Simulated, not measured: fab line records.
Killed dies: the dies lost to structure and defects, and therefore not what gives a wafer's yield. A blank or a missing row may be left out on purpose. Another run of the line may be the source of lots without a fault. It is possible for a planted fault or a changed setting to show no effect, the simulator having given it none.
fab line records | flow sky130
record: lots: 24 wafers: 72 last_day: 50
route steps=708 shown VT_ADJUST_NCORE@130 VT_ADJUST_PCH@152 SD_N@350 CONTACT@429 VIA2@520
lots untouched by any fault: they come from a run of this same line in which no faults occurred
start_h: the number of hours between the record's first day and the start of the first shown wafer of the lot | wait_h: hours since the lot's step before | " the same as in the row above | L1.1+2: one row covering several wafers at once | - value missing, or start not given | * or withheld: withheld | < > ~ a bound
route shown NAME@n: NAME is a module with steps in the file, n the number in the route of the first one | usual: average and standard deviation across the fault-free wafers | same: alike in all rows | chamber/n: place in a boat | sites: readings site by site | _std_site: the standard deviation of these | _edge_site: inner sites' mean taken away from outer sites' mean | radius_mm: for every site, how far away it sits from the centre of the wafer | mask NAME#n: copy n | behind: the tool/chamber that last shaped the wafer | hold: why the lot went on hold/how many hours it stayed there/how the hold came to an end | device: the n, p or np transistor that did not switch | end of line: the route-end tests of the same wafers | for a step that has no rows: nothing shown but its recipe | killed: not the wafer's yield, but the dies lost to structure and defects at the first sort | map: dies across one wafer; x = killed, . = not, _ = none there
set.NAME: the setting as run; set.NAME@STEP: as run at that earlier step | model.NAME: the simulator's own value behind a step, which no gauge read
route steps across a sampled set of lots; one table per step, one row per wafer
services: the hour from which a tool's chamber was out of use, counted from the record's first day as start_h (under 0 if before that day), plus the number of hours and why
== steps ==
step: SKY_VT_ADJUST_NCORE_TW_MEAS_11
usual: VT_ADJUST_NCORE_TW: 219.5/1.2
columns lot.wafer tool chamber start_h wait_h VT_ADJUST_NCORE_TW
L074.1 film_metro-02 - 183.74 0.1 219.7
L074.2 " - " " 221.1
L074.6 " - " " 221.3
L075.1 film_metro-01 - 190.74 0.1 218.4
L075.2 " - " " 217.9
L075.6 " - " " 218.6
L076.1 film_metro-04 - 195.94 0.1 217.8
L076.3 " - " " 219.0
L076.4 " - " " 219.9
L077.1 film_metro-02 - 205.62 0.1 219.8
L077.2 " - " " 219.9
L077.6 " - " " 220.9
L078.4 film_metro-04 - 215.27 0.1 220.8
L078.5 " - " " 219.5
L078.6 " - " " 220.5
L079.1 film_metro-01 - 218.52 0.1 217.5
L079.3 " - " " 218.6
L079.6 " - " " 217.2
L080.2 film_metro-04 - 228.65 0.1 220.4
L080.5 " - " " 219.9
L080.6 " - " " 219.9
L081.2 film_metro-02 - 233.70 0.1 219.0
L081.3 " - " " 219.3
L081.4 " - " " 218.0
L082.1 film_metro-01 - 237.84 0.1 217.4
L082.2 " - " " 217.9
L082.5 " - " " 217.5
L083.1 film_metro-01 - 251.07 0.1 219.9
L083.2 " - " " 218.2
L083.5 " - " " 219.6
L084.1 film_metro-01 - 256.74 0.1 220.6
L084.4 " - " " 218.8
L084.6 " - " " 219.6
L085.1 film_metro-02 - 265.74 0.1 221.8
L085.2 " - " " 219.8
L085.3 " - " " 221.4
L086.1 film_metro-04 - 270.14 0.1 218.4
L086.4 " - " " 218.7
L086.6 " - " " 217.7
L087.1 film_metro-01 - 286.39 0.1 217.9
L087.2 " - " " 217.5
L087.6 " - " " 217.2
L088.1 film_metro-04 - 291.97 0.1 219.1
L088.3 " - " " 219.4
L088.4 " - " " 218.5
L089.2 film_metro-02 - 298.65 0.1 219.5
L089.5 " - " " 220.6
L089.6 " - " " 220.7
L090.2 film_metro-04 - 298.95 0.1 218.5
L090.4 " - " " 220.1
L090.6 " - " " 219.6
L091.1 film_metro-01 - 303.94 0.1 218.3
L091.4 " - " " 218.5
L091.5 " - " " 219.9
L092.1 film_metro-02 - 313.39 0.1 221.3
L092.5 " - " " 220.2
L092.6 " - " " 220.7
L093.4 film_metro-01 - 322.40 0.1 219.4
L093.5 " - " " 219.7
L093.6 " - " " 219.0
L094.3 film_metro-04 - 327.69 0.1 220.5
L094.4 " - " " 221.3
L094.6 " - " " 219.6
L095.2 film_metro-02 - 336.58 0.1 219.8
L095.3 " - " " 220.5
L095.6 " - " " 220.4
L096.2 film_metro-01 - 339.60 0.1 218.2
L096.4 " - " " 218.5
L096.6 " - " " 217.8
L097.1 film_metro-04 - 346.34 0.1 220.6
L097.2 " - " " 220.9
L097.6 " - " " 221.1
step: SKY_VT_ADJUST_PCH_STRIP_09
recipe: chemistry: O2/N2 power_w: 1400 pressure_mtorr: 1500 platen_temp_c: withheld o2_flow_sccm: 3000 n2_flow_sccm: 300 overash_fraction: 0.5
usual: chamber_pressure_mTorr: 1500.1/1.4 drypump_motor_current_A: 5.6/0.36 oes_product_au: 0.723/0.0047 strip_time_to_endpoint_s: 36.89/0.1
same: overash_fraction: 0.5
columns lot.wafer tool chamber start_h wait_h chamber_pressure_mTorr drypump_motor_current_A oes_product_au rf_hours_counter_h strip_time_to_endpoint_s
L074.1 plasma_asher-04 0 228.22 0.1 1499.5 5.1 0.718 42 36.93
L074.2 " 1 " " 1499.5 5.6 0.728 42 36.81
L074.6 " 0 " " 1500.7 5.1 0.725 - 36.84
L075.1 plasma_asher-03 1 234.97 0.1 1500.4 6.0 0.724 12 36.99
L075.2 " 0 " " 1497.6 5.6 0.723 12 36.96
L075.6 " 0 " " 1500.9 5.7 0.725 - 36.91
L076.1 plasma_asher-03 1 241.96 0.1 1500.4 6.1 0.729 12 36.98
L076.3 " 0 " " 1499.2 5.7 0.721 - 36.79
L076.4 " 1 " " 1499.5 6.1 0.724 - 36.86
L077.1 plasma_asher-02 0 251.57 0.1 1500.9 5.2 0.721 56 36.72
L077.2 " 1 " " 1501.0 5.9 0.719 56 36.81
L077.6 " 1 " " 1501.7 5.9 0.727 - 36.92
L078.4 plasma_asher-04 1 262.29 0.1 1500.6 5.6 0.721 - 36.83
L078.5 " 0 " " 1500.7 5.1 0.720 - 36.91
L078.6 " 1 " " 1502.3 5.6 0.728 - 36.77
L079.1 plasma_asher-03 0 265.60 0.1 1500.0 5.7 0.727 15 36.84
L079.3 " 0 " " 1503.2 5.7 0.732 - 36.89
L079.6 " 1 " " 1502.6 6.1 0.715 - 36.91
L080.2 plasma_asher-02 0 277.26 0.1 1499.4 5.1 0.720 58 36.88
L080.5 " 1 " " 1501.8 5.9 0.727 - 36.78
L080.6 " 0 " " 1497.7 5.1 0.727 - 36.92
L081.2 plasma_asher-02 1 282.11 0.1 1496.9 5.9 0.727 59 36.90
L081.3 " 1 " " 1501.1 5.9 0.725 - 36.87
L081.4 " 0 " " 1499.1 5.2 0.718 - 36.86
L082.1 plasma_asher-03 0 287.42 0.1 1501.5 5.7 0.724 17 36.91
L082.2 " 1 " " 1500.2 6.0 0.713 17 36.93
L082.5 " 1 " " 1502.7 6.1 0.724 - 36.81
L083.1 plasma_asher-04 0 301.46 0.1 1498.7 5.1 0.723 49 36.78
L083.2 " 1 " " 1501.5 5.6 0.725 49 36.64
L083.5 " 1 " " 1500.2 5.7 0.715 - 36.78
L084.1 plasma_asher-02 1 307.52 0.1 1503.0 5.9 0.718 61 36.76
L084.4 " 1 " " 1499.4 5.9 0.726 - 36.85
L084.6 " 1 " " 1500.3 5.9 0.728 - 36.90
L085.1 plasma_asher-04 0 316.32 0.1 1498.8 5.1 0.721 51 37.07
L085.2 " 1 " " 1501.0 5.6 0.726 51 37.07
L085.3 " 0 " " 1498.8 5.1 0.723 - 37.04
L086.1 plasma_asher-03 1 322.12 0.1 1497.9 6.1 0.725 20 36.95
L086.4 " 1 " " 1499.6 6.1 0.718 - 36.92
L086.6 " 1 " " 1500.0 6.1 0.722 - 36.99
L087.1 plasma_asher-04 0 339.62 0.1 1498.9 5.1 0.725 53 36.92
L087.2 " 1 " " 1498.4 5.6 0.730 53 36.96
L087.6 " 1 " " 1499.8 5.7 0.720 - 37.00
L088.1 plasma_asher-03 1 344.36 0.1 1499.3 6.1 0.729 22 36.81
L088.3 " 1 " " 1498.2 6.1 0.723 - 36.83
L088.4 " 0 " " 1498.7 5.7 0.729 - 36.73
L089.2 plasma_asher-02 1 353.16 0.1 1501.3 5.9 0.726 65 36.80
L089.5 " 0 " " 1500.2 5.1 0.720 - 36.91
L089.6 " 1 " " 1498.6 5.9 0.729 - 36.78
L090.2 plasma_asher-04 1 353.55 0.1 1501.7 5.6 0.723 55 36.85
L090.4 " 0 " " 1500.3 5.1 0.721 - 36.96
L090.6 " 1 " " 1498.5 5.6 0.714 - 36.83
L091.1 plasma_asher-02 0 358.45 0.1 1499.1 5.1 0.719 66 37.05
L091.4 " 0 " " 1499.4 5.2 0.721 - 37.08
L091.5 " 1 " " 1499.3 5.9 0.721 - 36.93
L092.1 plasma_asher-03 0 368.01 0.1 1499.4 5.7 0.722 25 36.79
L092.5 " 1 " " 1500.6 6.1 0.736 - 36.64
L092.6 " 0 " " 1502.1 5.7 0.721 - 36.79
L093.4 plasma_asher-04 1 377.81 0.1 1499.6 5.6 0.726 - 37.00
L093.5 " 0 " " 1499.8 5.1 0.718 - 36.99
L093.6 " 1 " " 1502.2 5.6 0.712 - 36.93
L094.3 plasma_asher-04 1 383.88 0.1 1501.7 5.6 0.718 - 36.89
L094.4 " 0 " " 1502.8 5.1 0.716 - 36.91
L094.6 " 0 " " 1500.1 5.1 0.721 - 36.92
L095.2 plasma_asher-02 0 393.00 0.1 1497.9 5.1 0.725 69 36.92
L095.3 " 1 " " 1499.7 5.9 0.727 - 36.99
L095.6 " 1 " " 1502.2 5.9 0.725 - 36.90
L096.2 plasma_asher-03 0 396.01 0.1 1501.5 5.7 0.725 27 37.02
L096.4 " 1 " " 1500.4 6.1 0.721 - 36.85
L096.6 " 0 " " 1498.0 5.7 0.726 - 36.93
L097.1 plasma_asher-02 0 402.96 0.1 1500.6 5.2 0.727 70 37.05
L097.2 " 1 " " 1498.7 5.9 0.723 70 37.14
L097.6 " 1 " " 1499.9 5.9 0.722 - 37.11
step: SKY_SD_N_OVL_MEAS_08
usual: SD_N_OVL: 0.8/1.2
columns lot.wafer tool chamber start_h wait_h SD_N_OVL[nm]
L074.1 overlay-01 - 646.35 0.1 0.5
L074.2 " - " " -0.7
L074.6 " - " " -0.2
L075.1 overlay-01 - 657.19 0.1 -0.4
L075.2 " - " " -0.1
L075.6 " - " " 0.6
L076.1 overlay-01 - 667.29 0.1 -1.7
L076.3 " - " " -0.2
L076.4 " - " " -0.6
L077.1 overlay-01 - 675.00 0.1 0.7
L077.2 " - " " 1.2
L077.6 " - " " 0.8
L078.4 overlay-02 - 687.57 0.1 0.9
L078.5 " - " " 0.0
L078.6 " - " " 0.2
L079.1 overlay-02 - 694.86 0.1 -1.2
L079.3 " - " " -1.8
L079.6 " - " " -0.3
L080.2 overlay-02 - 701.46 0.1 2.0
L080.5 " - " " 1.1
L080.6 " - " " 2.6
L081.2 overlay-02 - 703.76 0.1 1.8
L081.3 " - " " 1.1
L081.4 " - " " 2.2
L082.1 overlay-01 - 736.06 0.1 -0.6
L082.2 " - " " 0.6
L082.5 " - " " 0.2
L083.1 overlay-02 - 736.85 0.1 1.1
L083.2 " - " " 2.0
L083.5 " - " " 2.1
L084.1 overlay-01 - 737.16 0.1 0.0
L084.4 " - " " 2.1
L084.6 " - " " 1.2
L085.1 overlay-01 - 741.81 0.1 0.2
L085.2 " - " " -0.4
L085.3 " - " " -1.2
L086.1 overlay-02 - 750.24 0.1 -1.1
L086.4 " - " " -1.7
L086.6 " - " " 0.3
L087.1 overlay-01 - 768.96 0.1 0.4
L087.2 " - " " 0.1
L087.6 " - " " 1.1
L088.1 overlay-01 - 770.34 0.1 1.9
L088.3 " - " " -1.3
L088.4 " - " " 1.6
L090.2 overlay-02 - 780.29 0.1 -0.2
L090.4 " - " " 2.2
L090.6 " - " " 0.7
L089.2 overlay-01 - 781.61 0.1 0.6
L089.5 " - " " -0.1
L089.6 " - " " 0.2
L091.1 overlay-01 - 784.86 0.1 1.8
L091.4 " - " " 0.6
L091.5 " - " " 1.8
L092.1 overlay-02 - 794.90 0.1 3.8
L092.5 " - " " 2.0
L092.6 " - " " 2.3
L093.4 overlay-02 - 800.95 0.1 1.1
L093.5 " - " " 0.0
L093.6 " - " " 1.4
L094.3 overlay-02 - 807.27 0.1 0.9
L094.4 " - " " 1.1
L094.6 " - " " 0.4
L095.2 overlay-01 - 818.44 0.1 -0.9
L095.3 " - " " 0.7
L095.6 " - " " -0.4
L096.2 overlay-01 - 825.11 0.1 2.4
L096.4 " - " " 3.9
L096.6 " - " " 3.2
L097.1 overlay-02 - 826.64 0.1 1.4
L097.2 " - " " 2.2
L097.6 " - " " 1.7
step: SKY_CONTACT_SPUTTER_23
recipe: material: TiN target_thk_nm: 20 chamber_pressure_pa: 5 power_w: 4000 time_s: 80
usual: throttle_valve_pct: 29.6/0.69
same: time_s: 80
columns lot.wafer tool chamber start_h wait_h throttle_valve_pct
L074.1 pvd_sputter-01 - 736.41 0.0 30.9
L074.2 " - " " 29.7
L074.6 " - " " 29.1
L075.1 pvd_sputter-02 - 746.64 0.0 29.1
L075.2 " - " " 30.6
L075.6 " - " " 30.5
L076.1 pvd_sputter-04 - 755.95 0.0 29.6
L076.3 " - " " 29.0
L076.4 " - " " 28.9
L077.1 pvd_sputter-01 - 762.77 0.0 29.0
L077.2 " - " " 29.6
L077.6 " - " " 29.0
L078.4 pvd_sputter-04 - 774.37 0.0 29.2
L078.5 " - " " 28.6
L078.6 " - " " 29.3
L079.1 pvd_sputter-02 - 788.71 0.0 30.6
L079.3 " - " " 30.0
L079.6 " - " " 29.1
L080.2 pvd_sputter-01 - 789.06 0.0 30.9
L080.5 " - " " 29.5
L080.6 " - " " 31.0
L081.2 pvd_sputter-04 - 789.71 0.0 29.6
L081.3 " - " " 29.0
L081.4 " - " " 28.7
L082.1 pvd_sputter-01 - 822.55 0.0 31.2
L082.2 " - " " 29.1
L082.5 " - " " 29.2
L083.1 pvd_sputter-01 - 824.03 0.0 29.9
L083.2 " - " " 29.9
L083.5 " - " " 28.9
L084.1 pvd_sputter-02 - 824.37 0.0 30.5
L084.4 " - " " 29.2
L084.6 " - " " 30.1
L085.1 pvd_sputter-04 - 828.72 0.0 29.5
L085.2 " - " " 28.9
L085.3 " - " " 29.5
L086.1 pvd_sputter-01 - 836.01 0.0 31.0
L086.4 " - " " 29.5
L086.6 " - " " 30.1
L087.1 pvd_sputter-02 - 855.33 0.0 30.2
L087.2 " - " " 30.5
L087.6 " - " " 30.1
L088.1 pvd_sputter-04 - 855.68 0.0 28.8
L088.3 " - " " 29.7
L088.4 " - " " 29.1
L090.2 pvd_sputter-04 - 865.31 0.0 28.6
L090.4 " - " " 29.4
L090.6 " - " " 28.5
L089.2 pvd_sputter-04 - 867.04 0.0 28.4
L089.5 " - " " 29.1
L089.6 " - " " 29.5
L091.1 pvd_sputter-01 - 869.34 0.0 29.9
L091.4 " - " " 29.2
L091.5 " - " " 29.8
L092.1 pvd_sputter-01 - 879.01 0.0 29.5
L092.5 " - " " 29.6
L092.6 " - " " 29.2
L093.4 pvd_sputter-01 - 886.86 0.0 29.7
L093.5 " - " " 29.6
L093.6 " - " " 30.8
L094.3 pvd_sputter-01 - 891.44 0.0 31.2
L094.4 " - " " 29.6
L094.6 " - " " 30.1
L095.2 pvd_sputter-01 - 903.32 0.0 29.7
L095.3 " - " " 29.1
L095.6 " - " " 29.4
L096.2 pvd_sputter-01 - 908.37 0.0 29.8
L096.4 " - " " 29.6
L096.6 " - " " 29.7
L097.1 pvd_sputter-04 - 910.21 0.0 28.5
L097.2 " - " " 28.9
L097.6 " - " " 29.5
step: SKY_VIA2_OVL_MEAS_13
usual: VIA2_OVL: 3/5.7
columns lot.wafer tool chamber start_h wait_h VIA2_OVL[nm]
L074.1 overlay-02 - 850.65 0.1 10
L074.2 " - " " 16
L074.6 " - " " 10
L075.1 overlay-01 - 859.91 0.1 3
L075.2 " - " " 1
L075.6 " - " " 2
L076.1 overlay-02 - 867.65 0.1 -7
L076.3 " - " " -11
L076.4 " - " " -8
L077.1 overlay-02 - 876.41 0.1 14
L077.2 " - " " 9
L077.6 " - " " 1
L078.4 overlay-01 - 887.07 0.1 -5
L078.5 " - " " 1
L078.6 " - " " 1
L079.1 overlay-01 - 898.25 0.1 -3
L079.3 " - " " -5
L079.6 " - " " -1
L080.2 overlay-01 - 899.81 0.1 -4
L080.5 " - " " -6
L080.6 " - " " -7
L081.2 overlay-02 - 901.26 0.1 2
L081.3 " - " " 5
L081.4 " - " " 6
L082.1 overlay-02 - 930.95 0.1 5
L082.2 " - " " 9
L082.5 " - " " 6
L083.1 overlay-02 - 932.10 0.1 8
L083.2 " - " " 7
L083.5 " - " " 8
L084.1 overlay-01 - 933.40 0.1 9
L084.4 " - " " 2
L084.6 " - " " -3
L085.1 overlay-02 - 938.90 0.1 11
L085.2 " - " " 2
L085.3 " - " " 7
L086.1 overlay-02 - 945.10 0.1 15
L086.4 " - " " 3
L086.6 " - " " 7
L087.1 overlay-02 - 963.15 0.1 1
L087.2 " - " " 0
L087.6 " - " " 0
L088.1 overlay-02 - 963.90 0.1 3
L088.3 " - " " 4
L088.4 " - " " 2
L090.2 overlay-02 - 971.71 0.1 5
L090.4 " - " " 4
L090.6 " - " " 2
L089.2 overlay-02 - 972.71 0.1 4
L089.5 " - " " 3
L089.6 " - " " 3
L091.1 overlay-02 - 975.25 0.1 4
L091.4 " - " " 8
L091.5 " - " " 8
L092.1 overlay-01 - 983.55 0.1 5
L092.5 " - " " 7
L092.6 " - " " -1
L093.4 overlay-01 - 991.13 0.1 6
L093.5 " - " " 5
L093.6 " - " " 6
L094.3 overlay-02 - 996.21 0.1 6
L094.4 " - " " 4
L094.6 " - " " 4
L095.2 overlay-02 - 1008.06 0.1 9
L095.3 " - " " 7
L095.6 " - " " 6
L096.2 overlay-01 - 1012.15 0.1 -3
L096.4 " - " " -1
L096.6 " - " " -7
L097.1 overlay-02 - 1013.45 0.1 3
L097.2 " - " " 5
L097.6 " - " " 6
step: SKY_VIA2_CVD_21
recipe: material: W target_thk_nm: 420 time_s: 126.4 temp_c: 400 pressure_torr: 40
usual: heater_power_w: 802/34
same: time_s: 126.4
columns lot.wafer tool chamber start_h wait_h heater_power_w
L074.1 cvd_w-01 1 851.55 0.0 814
L074.2 " 0 " " 747
L074.6 " 0 " " 720
L075.1 cvd_w-02 0 860.85 0.0 830
L075.2 " 1 " " 839
L075.6 " 0 " " 834
L076.1 cvd_w-02 1 868.57 0.0 847
L076.3 " 0 " " 805
L076.4 " 1 " " 815
L077.1 cvd_w-02 1 877.20 0.0 820
L077.2 " 0 " " 833
L077.6 " 1 " " 821
L078.4 cvd_w-01 0 887.92 0.1 752
L078.5 " 0 " " 733
L078.6 " 1 " " 791
L079.1 cvd_w-01 0 899.05 0.0 738
L079.3 " 1 " " 821
L079.6 " 0 " " 743
L080.2 cvd_w-02 0 900.60 0.0 803
L080.5 " 0 " " 829
L080.6 " 1 " " 854
L081.2 cvd_w-02 1 902.05 0.0 827
L081.3 " 1 " " 823
L081.4 " 0 " " 827
L082.1 cvd_w-02 0 931.75 0.0 835
L082.2 " 1 " " 818
L082.5 " 1 " " 821
L083.1 cvd_w-02 1 932.92 0.0 847
L083.2 " 0 " " 817
L083.5 " 0 " " 806
L084.1 cvd_w-01 0 934.23 0.0 742
L084.4 " 1 " " 793
L084.6 " 0 " " 753
L085.1 cvd_w-01 0 939.70 0.0 752
L085.2 " 1 " " 789
L085.3 " 0 " " 739
L086.1 cvd_w-02 0 945.92 0.0 816
L086.4 " 0 " " 840
L086.6 " 0 " " 802
L087.1 cvd_w-02 0 963.94 0.0 830
L087.2 " 1 " " 833
L087.6 " 1 " " 830
L088.1 cvd_w-01 0 964.70 0.0 748
L088.3 " 0 " " 739
L088.4 " 1 " " 806
L090.2 cvd_w-01 0 972.59 0.0 720
L090.4 " 0 " " 740
L090.6 " 0 " " 747
L089.2 cvd_w-01 1 973.85 0.0 792
L089.5 " 1 " " 810
L089.6 " 0 " " 728
L091.1 cvd_w-02 1 976.14 0.0 834
L091.4 " 1 " " 841
L091.5 " 0 " " 829
L092.1 cvd_w-01 0 984.42 0.0 727
L092.5 " 0 " " 771
L092.6 " 1 " " 801
L093.4 cvd_w-02 1 992.35 0.1 807
L093.5 " 1 " " 846
L093.6 " 0 " " 811
L094.3 cvd_w-02 0 997.50 0.1 832
L094.4 " 1 " " 836
L094.6 " 0 " " 821
L095.2 cvd_w-01 0 1009.25 0.0 723
L095.3 " 1 " " 815
L095.6 " 0 " " 742
L096.2 cvd_w-02 0 1013.01 0.0 825
L096.4 " 0 " " 837
L096.6 " 0 " " 830
L097.1 cvd_w-01 1 1014.24 0.0 802
L097.2 " 0 " " 766
L097.6 " 1 " " 808
== services ==
columns tool chamber start_h hours kind
pvd_sputter-01 - 209.83 5.4 repair
cvd_w-02 0 299.07 6.5 repair
cvd_w-02 - 370.55 1.0 repair
cvd_w-02 - 377.34 5.1 repair
cvd_w-01 - 381.63 0.6 repair
cvd_w-02 - 390.00 14.0 pm
pvd_sputter-01 - 395.57 1.7 repair
pvd_sputter-01 - 408.22 9.5 repair
cvd_w-02 - 427.57 6.0 pm
pvd_sputter-01 - 466.18 5.2 repair
pvd_sputter-01 - 475.09 3.1 repair
cvd_w-01 - 492.61 6.9 pm
cvd_w-01 0 501.92 7.3 repair
cvd_w-02 1 524.79 11.2 repair
pvd_sputter-01 - 528.96 15.6 repair
cvd_w-01 - 602.45 2.8 pm
cvd_w-02 0 660.77 11.8 repair
cvd_w-01 - 699.76 0.8 repair
cvd_w-02 0 744.74 3.5 repair
cvd_w-02 - 747.25 0.5 repair
cvd_w-02 - 849.73 6.9 pm
cvd_w-02 - 885.24 2.8 pm
cvd_w-02 - 916.70 1.4 repair
pvd_sputter-01 - 996.94 1.3 repair
== key ==
fault none
